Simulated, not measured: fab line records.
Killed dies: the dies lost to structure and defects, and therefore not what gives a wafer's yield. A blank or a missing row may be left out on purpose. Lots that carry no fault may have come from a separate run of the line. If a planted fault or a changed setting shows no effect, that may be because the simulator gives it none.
What tool caused it? ; flow gf180mcu ; route of 602 steps, sampled at 1 step: 6 lots, 18 wafers

WHAT THE GAUGES READ, wafer by wafer
GF_V5_BOW_MEAS_05.
lot;measured;on;V5_BOW (um)
L676;day 27 07:59;film_metro-03;130 141 131
L678;day 28 00:25;film_metro-02;137 142 144
L683;day 29 10:56;film_metro-02;123 126 134
L691;day 31 16:22;film_metro-03;131 124 126
L693;day 32 09:39;film_metro-03;136 138 134
L696;day 32 22:45;film_metro-02;130 136 137

TOOL THAT RAN EACH LOT (tool first, then ch and the chambers of the sampled wafers, then the start)
The record holds no process step before these readings.

THE ANSWER, worked out from the rows above alone
Rule: the usual values come from the lots themselves. The widest of any qualifying gaps counts: lots, ordered by their means at a reading, are off when they make up no more than a third of the lots, leave a main group of 4 or more, and stand apart from it by 3 or more times the standard deviation of that group's means. If all means in a main group match to the digits the tables above print for the reading, that group is not used. A lot without any number at a reading at which 4 lots or more have one is off too. Any other lot the step has rows for is counted as sound.
None of the lots is off at any reading shown; this tells nothing.

WHAT THE SIMULATOR PUT IN
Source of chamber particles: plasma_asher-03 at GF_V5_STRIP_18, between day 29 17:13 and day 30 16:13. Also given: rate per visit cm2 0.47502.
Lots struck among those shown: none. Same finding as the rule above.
